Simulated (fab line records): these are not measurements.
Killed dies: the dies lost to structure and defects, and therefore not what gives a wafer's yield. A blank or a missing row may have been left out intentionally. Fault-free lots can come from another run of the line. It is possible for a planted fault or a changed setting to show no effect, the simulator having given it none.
Which of the tools did it? || flow gf180mcu || 39 wafers from 13 lots sampled at 4 of the route's 602 steps

== WHAT EACH GAUGE READ, for each wafer ==
GF_PASSIVATION_THK_MEAS_03. Usual: for PASSIVATION_CVD_02_THK the level is 702 nm and the standard deviation is 9.5.
{"lot": "L883", "measured": "day 28 02:08", "on": "filmMetro-01", "PASSIVATION_CVD_02_THK (nm)": "695 695 723", "flag": ""}
{"lot": "L884", "measured": "day 28 11:13", "on": "filmMetro-01", "PASSIVATION_CVD_02_THK (nm)": "691 701 719", "flag": ""}
{"lot": "L885", "measured": "day 28 21:47", "on": "filmMetro-03", "PASSIVATION_CVD_02_THK (nm)": "707 696 711", "flag": ""}
{"lot": "L888", "measured": "day 29 15:10", "on": "filmMetro-02", "PASSIVATION_CVD_02_THK (nm)": "702 718 697", "flag": ""}
{"lot": "L889", "measured": "day 30 00:56", "on": "filmMetro-02", "PASSIVATION_CVD_02_THK (nm)": "701 685 687", "flag": ""}
{"lot": "L891", "measured": "day 30 20:40", "on": "filmMetro-03", "PASSIVATION_CVD_02_THK (nm)": "683 702 713", "flag": ""}
{"lot": "L893", "measured": "day 31 09:28", "on": "filmMetro-03", "PASSIVATION_CVD_02_THK (nm)": "699 719 708", "flag": ""}
{"lot": "L895", "measured": "day 31 20:37", "on": "filmMetro-02", "PASSIVATION_CVD_02_THK (nm)": "709 702 712", "flag": ""}
{"lot": "L898", "measured": "day 32 19:07", "on": "filmMetro-02", "PASSIVATION_CVD_02_THK (nm)": "693 695 693", "flag": ""}
{"lot": "L900", "measured": "day 32 22:46", "on": "filmMetro-01", "PASSIVATION_CVD_02_THK (nm)": "699 702 715", "flag": ""}
{"lot": "L903", "measured": "day 33 19:10", "on": "filmMetro-02", "PASSIVATION_CVD_02_THK (nm)": "696 697 704", "flag": ""}
{"lot": "L905", "measured": "day 34 02:49", "on": "filmMetro-02", "PASSIVATION_CVD_02_THK (nm)": "693 682 708", "flag": ""}
{"lot": "L906", "measured": "day 34 07:29", "on": "filmMetro-02", "PASSIVATION_CVD_02_THK (nm)": "680 703 688", "flag": ""}

== WHICH TOOL RAN EACH LOT (tool, then ch and the chambers of the sampled wafers, then the start) ==
{"lot": "L883", "GF_HV_LDD_STRIP_22": "plasmaAsher-02 ch 0,1, day 10 16:31", "GF_V5_SPUTTER_22": "pvdSputter-02, day 27 03:39", "GF_TOP_METAL_STRIP_17": "plasmaAsher-04 ch 0, day 28 01:07"}
{"lot": "L884", "GF_HV_LDD_STRIP_22": "plasmaAsher-04 ch 0,1, day 11 02:01", "GF_V5_SPUTTER_22": "pvdSputter-02, day 27 13:37", "GF_TOP_METAL_STRIP_17": "plasmaAsher-02 ch 0,1, day 28 10:16"}
{"lot": "L885", "GF_HV_LDD_STRIP_22": "plasmaAsher-04 ch 0,1, day 11 11:19", "GF_V5_SPUTTER_22": "pvdSputter-02, day 28 00:11", "GF_TOP_METAL_STRIP_17": "plasmaAsher-02 ch 0,1, day 28 20:46"}
{"lot": "L888", "GF_HV_LDD_STRIP_22": "plasmaAsher-03 ch 0,1, day 12 07:52", "GF_V5_SPUTTER_22": "pvdSputter-01, day 28 18:32", "GF_TOP_METAL_STRIP_17": "plasmaAsher-04 ch 0, day 29 14:13"}
{"lot": "L889", "GF_HV_LDD_STRIP_22": "plasmaAsher-02 ch 0,1, day 12 12:58", "GF_V5_SPUTTER_22": "pvdSputter-02, day 29 03:53", "GF_TOP_METAL_STRIP_17": "plasmaAsher-02 ch 0,1, day 29 23:57"}
{"lot": "L891", "GF_HV_LDD_STRIP_22": "plasmaAsher-03 ch 0,1, day 13 10:01", "GF_V5_SPUTTER_22": "pvdSputter-01, day 30 00:17", "GF_TOP_METAL_STRIP_17": "plasmaAsher-03 ch 0, day 30 19:43"}
{"lot": "L893", "GF_HV_LDD_STRIP_22": "plasmaAsher-02 ch 1, day 14 03:55", "GF_V5_SPUTTER_22": "pvdSputter-03, day 30 14:46", "GF_TOP_METAL_STRIP_17": "plasmaAsher-03 ch 1, day 31 08:28"}
{"lot": "L895", "GF_HV_LDD_STRIP_22": "plasmaAsher-03 ch 0,1, day 14 16:16", "GF_V5_SPUTTER_22": "pvdSputter-01, day 31 00:31", "GF_TOP_METAL_STRIP_17": "plasmaAsher-04 ch 1, day 31 19:40"}
{"lot": "L898", "GF_HV_LDD_STRIP_22": "plasmaAsher-04 ch 0,1, day 15 21:31", "GF_V5_SPUTTER_22": "pvdSputter-02, day 32 00:11", "GF_TOP_METAL_STRIP_17": "plasmaAsher-04 ch 0,1, day 32 18:09"}
{"lot": "L900", "GF_HV_LDD_STRIP_22": "plasmaAsher-02 ch 0, day 16 04:37", "GF_V5_SPUTTER_22": "pvdSputter-03, day 32 03:52", "GF_TOP_METAL_STRIP_17": "plasmaAsher-02 ch 0,1, day 32 21:46"}
{"lot": "L903", "GF_HV_LDD_STRIP_22": "plasmaAsher-02 ch 0,1, day 17 05:10", "GF_V5_SPUTTER_22": "pvdSputter-01, day 33 00:43", "GF_TOP_METAL_STRIP_17": "plasmaAsher-02 ch 1, day 33 17:48"}
{"lot": "L905", "GF_HV_LDD_STRIP_22": "plasmaAsher-02 ch 0,1, day 17 17:58", "GF_V5_SPUTTER_22": "pvdSputter-01, day 33 09:44", "GF_TOP_METAL_STRIP_17": "plasmaAsher-03 ch 0,1, day 34 01:48"}
{"lot": "L906", "GF_HV_LDD_STRIP_22": "plasmaAsher-03 ch 0,1, day 18 03:04", "GF_V5_SPUTTER_22": "pvdSputter-01, day 33 14:28", "GF_TOP_METAL_STRIP_17": "plasmaAsher-02 ch 0,1, day 34 06:28"}
- GF_HV_LDD_STRIP_22: strips in O2/N2.
- GF_V5_SPUTTER_22: material TiN, target thk 10 nm, time 41.66 s.
- GF_TOP_METAL_STRIP_17: strips in O2/N2.

== WHAT THE TOOLS THEMSELVES READ (means of the sampled wafers that have a number; where no wafer has one, the mark that the record gives instead) ==
GF_HV_LDD_STRIP_22. Usual: drypumpMotorCurrentA 5.9 A, standard deviation 0.44; heaterPowerW 342 W, standard deviation 30; o2FlowSccm 3000 sccm, standard deviation 8.8; oesProductAu 0.716 a.u., standard deviation 0.004; stripTimeToEndpointS 12.63 s, standard deviation 0.037.
{"lot": "L883", "tool": "plasmaAsher-02", "drypumpMotorCurrentA (A)": 6.3, "heaterPowerW (W)": 319, "o2FlowSccm (sccm)": 3003, "oesProductAu (a.u.)": 0.715, "stripTimeToEndpointS (s)": 12.65, "flag": ""}
{"lot": "L884", "tool": "plasmaAsher-04", "drypumpMotorCurrentA (A)": 6.1, "heaterPowerW (W)": 362, "o2FlowSccm (sccm)": 2983, "oesProductAu (a.u.)": 0.711, "stripTimeToEndpointS (s)": 12.64, "flag": ""}
{"lot": "L885", "tool": "plasmaAsher-04", "drypumpMotorCurrentA (A)": 5.9, "heaterPowerW (W)": 349, "o2FlowSccm (sccm)": 3006, "oesProductAu (a.u.)": 0.719, "stripTimeToEndpointS (s)": 12.64, "flag": ""}
{"lot": "L888", "tool": "plasmaAsher-03", "drypumpMotorCurrentA (A)": 5.4, "heaterPowerW (W)": 337, "o2FlowSccm (sccm)": 3000, "oesProductAu (a.u.)": 0.715, "stripTimeToEndpointS (s)": 12.65, "flag": ""}
{"lot": "L889", "tool": "plasmaAsher-02", "drypumpMotorCurrentA (A)": 6.4, "heaterPowerW (W)": 322, "o2FlowSccm (sccm)": 2999, "oesProductAu (a.u.)": 0.715, "stripTimeToEndpointS (s)": 12.66, "flag": ""}
{"lot": "L891", "tool": "plasmaAsher-03", "drypumpMotorCurrentA (A)": 5.6, "heaterPowerW (W)": 360, "o2FlowSccm (sccm)": 3002, "oesProductAu (a.u.)": 0.715, "stripTimeToEndpointS (s)": 12.61, "flag": ""}
{"lot": "L893", "tool": "plasmaAsher-02", "drypumpMotorCurrentA (A)": 6.7, "heaterPowerW (W)": 303, "o2FlowSccm (sccm)": 2992, "oesProductAu (a.u.)": 0.712, "stripTimeToEndpointS (s)": 12.61, "flag": ""}
{"lot": "L895", "tool": "plasmaAsher-03", "drypumpMotorCurrentA (A)": 5.4, "heaterPowerW (W)": 335, "o2FlowSccm (sccm)": 2997, "oesProductAu (a.u.)": 0.717, "stripTimeToEndpointS (s)": 12.65, "flag": ""}
{"lot": "L898", "tool": "plasmaAsher-04", "drypumpMotorCurrentA (A)": 6.1, "heaterPowerW (W)": 361, "o2FlowSccm (sccm)": 2998, "oesProductAu (a.u.)": 0.718, "stripTimeToEndpointS (s)": 12.60, "flag": ""}
{"lot": "L900", "tool": "plasmaAsher-02", "drypumpMotorCurrentA (A)": 5.8, "heaterPowerW (W)": 355, "o2FlowSccm (sccm)": 3004, "oesProductAu (a.u.)": 0.716, "stripTimeToEndpointS (s)": 12.62, "flag": ""}
{"lot": "L903", "tool": "plasmaAsher-02", "drypumpMotorCurrentA (A)": 6.4, "heaterPowerW (W)": 321, "o2FlowSccm (sccm)": 3003, "oesProductAu (a.u.)": 0.713, "stripTimeToEndpointS (s)": 12.62, "flag": ""}
{"lot": "L905", "tool": "plasmaAsher-02", "drypumpMotorCurrentA (A)": 6.4, "heaterPowerW (W)": 325, "o2FlowSccm (sccm)": 3003, "oesProductAu (a.u.)": 0.720, "stripTimeToEndpointS (s)": 12.62, "flag": ""}
{"lot": "L906", "tool": "plasmaAsher-03", "drypumpMotorCurrentA (A)": 5.4, "heaterPowerW (W)": 336, "o2FlowSccm (sccm)": 2999, "oesProductAu (a.u.)": 0.717, "stripTimeToEndpointS (s)": 12.60, "flag": ""}

GF_V5_SPUTTER_22. Usual: throttleValvePct 29.6 %, standard deviation 0.92.
{"lot": "L883", "tool": "pvdSputter-02", "throttleValvePct (%)": 29.6, "flag": ""}
{"lot": "L884", "tool": "pvdSputter-02", "throttleValvePct (%)": 29.0, "flag": ""}
{"lot": "L885", "tool": "pvdSputter-02", "throttleValvePct (%)": 29.1, "flag": ""}
{"lot": "L888", "tool": "pvdSputter-01", "throttleValvePct (%)": 29.6, "flag": ""}
{"lot": "L889", "tool": "pvdSputter-02", "throttleValvePct (%)": 29.0, "flag": ""}
{"lot": "L891", "tool": "pvdSputter-01", "throttleValvePct (%)": 30.7, "flag": ""}
{"lot": "L893", "tool": "pvdSputter-03", "throttleValvePct (%)": 29.7, "flag": ""}
{"lot": "L895", "tool": "pvdSputter-01", "throttleValvePct (%)": 29.8, "flag": ""}
{"lot": "L898", "tool": "pvdSputter-02", "throttleValvePct (%)": 29.0, "flag": ""}
{"lot": "L900", "tool": "pvdSputter-03", "throttleValvePct (%)": 29.3, "flag": ""}
{"lot": "L903", "tool": "pvdSputter-01", "throttleValvePct (%)": 29.4, "flag": ""}
{"lot": "L905", "tool": "pvdSputter-01", "throttleValvePct (%)": 30.1, "flag": ""}
{"lot": "L906", "tool": "pvdSputter-01", "throttleValvePct (%)": 29.4, "flag": ""}

GF_TOP_METAL_STRIP_17. Usual: drypumpMotorCurrentA 6.0 A, standard deviation 0.4; heaterPowerW 347 W, standard deviation 28; o2FlowSccm 3000 sccm, standard deviation 9; oesProductAu 0.710 a.u., standard deviation 0.0046; stripTimeToEndpointS 12.87 s, standard deviation 0.1.
{"lot": "L883", "tool": "plasmaAsher-04", "drypumpMotorCurrentA (A)": 5.8, "heaterPowerW (W)": 323, "o2FlowSccm (sccm)": 2993, "oesProductAu (a.u.)": 0.709, "stripTimeToEndpointS (s)": 12.76, "flag": ""}
{"lot": "L884", "tool": "plasmaAsher-02", "drypumpMotorCurrentA (A)": 6.1, "heaterPowerW (W)": 339, "o2FlowSccm (sccm)": 3001, "oesProductAu (a.u.)": 0.716, "stripTimeToEndpointS (s)": 12.78, "flag": ""}
{"lot": "L885", "tool": "plasmaAsher-02", "drypumpMotorCurrentA (A)": 6.1, "heaterPowerW (W)": 340, "o2FlowSccm (sccm)": 3001, "oesProductAu (a.u.)": 0.710, "stripTimeToEndpointS (s)": 12.96, "flag": ""}
{"lot": "L888", "tool": "plasmaAsher-04", "drypumpMotorCurrentA (A)": 5.8, "heaterPowerW (W)": 323, "o2FlowSccm (sccm)": 3005, "oesProductAu (a.u.)": 0.708, "stripTimeToEndpointS (s)": 12.81, "flag": ""}
{"lot": "L889", "tool": "plasmaAsher-02", "drypumpMotorCurrentA (A)": 6.1, "heaterPowerW (W)": 333, "o2FlowSccm (sccm)": 3006, "oesProductAu (a.u.)": 0.716, "stripTimeToEndpointS (s)": 12.87, "flag": ""}
{"lot": "L891", "tool": "plasmaAsher-03", "drypumpMotorCurrentA (A)": 5.3, "heaterPowerW (W)": 311, "o2FlowSccm (sccm)": 3009, "oesProductAu (a.u.)": 0.712, "stripTimeToEndpointS (s)": 13.00, "flag": ""}
{"lot": "L893", "tool": "plasmaAsher-03", "drypumpMotorCurrentA (A)": 5.7, "heaterPowerW (W)": 374, "o2FlowSccm (sccm)": 2989, "oesProductAu (a.u.)": 0.709, "stripTimeToEndpointS (s)": 13.08, "flag": ""}
{"lot": "L895", "tool": "plasmaAsher-04", "drypumpMotorCurrentA (A)": 6.2, "heaterPowerW (W)": 382, "o2FlowSccm (sccm)": 3013, "oesProductAu (a.u.)": 0.708, "stripTimeToEndpointS (s)": 12.94, "flag": ""}
{"lot": "L898", "tool": "plasmaAsher-04", "drypumpMotorCurrentA (A)": 5.9, "heaterPowerW (W)": 348, "o2FlowSccm (sccm)": 2996, "oesProductAu (a.u.)": 0.705, "stripTimeToEndpointS (s)": 12.93, "flag": ""}
{"lot": "L900", "tool": "plasmaAsher-02", "drypumpMotorCurrentA (A)": 6.1, "heaterPowerW (W)": 363, "o2FlowSccm (sccm)": 2990, "oesProductAu (a.u.)": 0.707, "stripTimeToEndpointS (s)": 12.96, "flag": ""}
{"lot": "L903", "tool": "plasmaAsher-02", "drypumpMotorCurrentA (A)": 6.7, "heaterPowerW (W)": 337, "o2FlowSccm (sccm)": 3012, "oesProductAu (a.u.)": 0.714, "stripTimeToEndpointS (s)": 12.78, "flag": ""}
{"lot": "L905", "tool": "plasmaAsher-03", "drypumpMotorCurrentA (A)": 5.4, "heaterPowerW (W)": 331, "o2FlowSccm (sccm)": 3002, "oesProductAu (a.u.)": 0.708, "stripTimeToEndpointS (s)": 12.84, "flag": ""}
{"lot": "L906", "tool": "plasmaAsher-02", "drypumpMotorCurrentA (A)": 6.4, "heaterPowerW (W)": 347, "o2FlowSccm (sccm)": 3005, "oesProductAu (a.u.)": 0.708, "stripTimeToEndpointS (s)": 12.73, "flag": ""}

== THE ANSWER, worked out from the rows above alone ==
Rule: take the mean of a lot's wafers that have a number; if it is more than 3 standard deviations from the usual mean, the lot is off. A lot without any number at a reading at which 4 lots or more have one is off too. The other lots that the step has rows for count as sound. First the gauges in route order, then the tools' own readings, where a lot's mean is used as printed above. The first step at which some lot is off is used, and at that step the reading that is off furthest; a lot without a number counts as furthest.
None of the lots is off at any reading shown; this tells nothing.

== WHAT THE SIMULATOR HAD INSERTED ==
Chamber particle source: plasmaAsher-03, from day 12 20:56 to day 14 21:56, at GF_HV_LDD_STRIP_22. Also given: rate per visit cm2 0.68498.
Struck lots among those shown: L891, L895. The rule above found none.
